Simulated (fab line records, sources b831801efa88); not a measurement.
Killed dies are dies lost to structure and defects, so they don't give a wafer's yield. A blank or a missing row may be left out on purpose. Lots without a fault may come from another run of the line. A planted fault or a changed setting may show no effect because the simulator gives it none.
Problem report in the 8D (eight disciplines) form, filled by code | flow sky130 | the parts of the form that need people (team, actions taken, sign-off) are left out

1. THE PROBLEM
VIA4_HDPCVD_THK at SKY_VIA4_THK_MEAS_01 reads a mean of 2367 nm on 2 wafers of 2 lots; wafers without a fault read 1752 nm with a standard deviation of 14. That is +44 standard deviations from the usual mean.
First seen on wafer L527.5, day 44 19:17, on film_metro-03. The record holds 33 wafers of 11 lots with a number at this step. Rule for "out", or "out of limits": more than 4 standard deviations from the usual mean. The other wafers with a number count as sound.

2. WHAT IT IS AND WHAT IT IS NOT
question                    | is                | is not
which readings at this step | VIA4_HDPCVD_THK   | -
which lots                  | L527, L530        | L519, L520, L521, L524, L525, L526, L528, L529, L542
which wafers of those lots  | L527.5, L530.5    | L527.4, L527.6, L530.3, L530.6
read on which gauges        | film_metro-03     | film_metro-02, film_metro-04
when                        | from day 44 19:17 | up to then (20 sound wafers); but 11 sound wafers of L528, L529, L530, L542 came after

3. SUSPECTS, AND WHAT RULES EACH OUT
Counting: a tool at a process step up to the reading stays a suspect if it ran every lot that is out. Sound lots after the first of them don't rule it out here, since some wafers of a struck lot are sound.
- the gauge at SKY_VIA4_THK_MEAS_01: ruled out. All the wafers that are out were read on film_metro-03, but those of them that SKY_VIA4_HDPCVD_00 has rows for are out there too, on other tools.
- hdpcvd-01 at SKY_VIA4_HDPCVD_00 (deposits SiO2, target thk 1750 nm, time 291.7 s): kept. It ran every lot that is out, first L527 (day 44 19:11); its last sound lot up to then is L526 (day 44 10:58). Its own readings are out on those wafers: run_length_s.
- Within hdpcvd-01 at SKY_VIA4_HDPCVD_00: the wafers that are out ran in chamber 0; their sound lot-mates ran in chambers 1, 2.
Left after counting: hdpcvd-01 at SKY_VIA4_HDPCVD_00.

4. THE CAUSE (what the simulator had put in)
Process parameter drift: hdpcvd-01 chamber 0, from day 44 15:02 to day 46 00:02, at SKY_VIA4_HDPCVD_00. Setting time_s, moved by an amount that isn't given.
Counting left only this tool.

5. THE CHAIN OF EFFECTS, in route order
Each row: a reading whose mean over the struck wafers that have a number lies more than 3 standard deviations from the usual. Only readings for which the record gives a usual standard deviation are gone through. hours: the time from each lot's start at the first step in this table that gives one to its start at this step, as a median over the lots. sigmas: the change in usual standard deviations.
hours | step                 | reading         | usual   | on struck wafers | change | sigmas
0     | SKY_VIA4_HDPCVD_00   | run_length_s    | 319.5 s | 425.0            | +105.5 | +99 or more
0     | SKY_VIA4_THK_MEAS_01 | VIA4_HDPCVD_THK | 1752 nm | 2367             | +615   | +44
The process steps in it:
- SKY_VIA4_HDPCVD_00: deposits SiO2, target thk 1750 nm, time 291.7 s.

6. WHAT WOULD HAVE CAUGHT IT SOONER
In this record the first reading out of limits at a measuring or inspecting step was taken at day 44 19:17, 4 hours after the fault began at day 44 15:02.
The tool's own readings at SKY_VIA4_HDPCVD_00 were out on every struck wafer that the step has a row for (run_length_s): an alarm limit on them would have fired on the first of those.
Of the lots that are out (2), L530 began SKY_VIA4_HDPCVD_00 on hdpcvd-01 after day 44 19:17. A hold on the tool at that time would have spared it.
